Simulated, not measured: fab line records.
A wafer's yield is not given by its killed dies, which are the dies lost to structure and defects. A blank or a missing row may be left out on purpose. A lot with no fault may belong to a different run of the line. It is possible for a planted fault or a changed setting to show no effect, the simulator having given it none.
Chamber matching | flow gf180mcu | GF_STI_ETCH_14 on rieSi-01: 4 sister chambers
The step etches Si in HBr/Cl2/O2, target depth 360 nm, time 102.9 s. 8 wafers are shown with their chamber, then 7 later ones without.

## WAFERS, EACH WITH ITS CHAMBER
wafer  | chamber | drypumpMotorCurrentA (A) | oesProductAu (a.u.)
L740.2 | 0       | 5.80                     | 1.007
L745.3 | 3       | 5.73                     | 0.993
L745.4 | 1       | 5.63                     | 1.008
L746.2 | 2       | 5.58                     | 0.993
L746.5 | 2       | 5.61                     | 0.999
L746.6 | 1       | 5.67                     | 1.008
L753.1 | 3       | 5.74                     | 1.004
L753.2 | 0       | 5.81                     | 0.993

## WAFERS MISSING THEIR CHAMBER
wafer  | drypumpMotorCurrentA (A) | oesProductAu (a.u.)
L753.6 | 5.59                     | 1.008
L754.2 | 5.75                     | 0.991
L754.4 | 5.79                     | 1.011
L754.5 | 5.56                     | 0.998
L763.2 | 5.61                     | 1.006
L763.3 | 5.81                     | 1.003
L763.5 | 5.82                     | 1.002

## WHICH CHAMBER EACH WENT THROUGH
wafer  | from the rows above     | in truth
L753.6 | can't be placed: 2 or 1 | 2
L754.2 | can't be placed: 3 or 0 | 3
L754.4 | can't be placed: 0 or 3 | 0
L754.5 | 2                       | 2
L763.2 | can't be placed: 2 or 1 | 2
L763.3 | 0                       | 0
L763.5 | 0                       | 0
Correct placement for 3 of the 7. Unplaceable from these rows: 4, with the true chamber sitting among the candidates in 4. Placed wrongly: 0.
How it was worked out, from the rows above alone: a wafer's distance from a chamber is the root of the sum, over the readings, of the square of ((its reading less the chamber's mean) divided by the reading's scatter). The wafer belongs to the nearest chamber; if the next one is less than 2 further off, it can't be placed. The mean given for a chamber averages the wafers shown for that chamber. How the scatter is found: for the shown wafers, subtract from each reading the mean of its chamber, square and add these, divide the total by (wafers less chambers), then take the root.
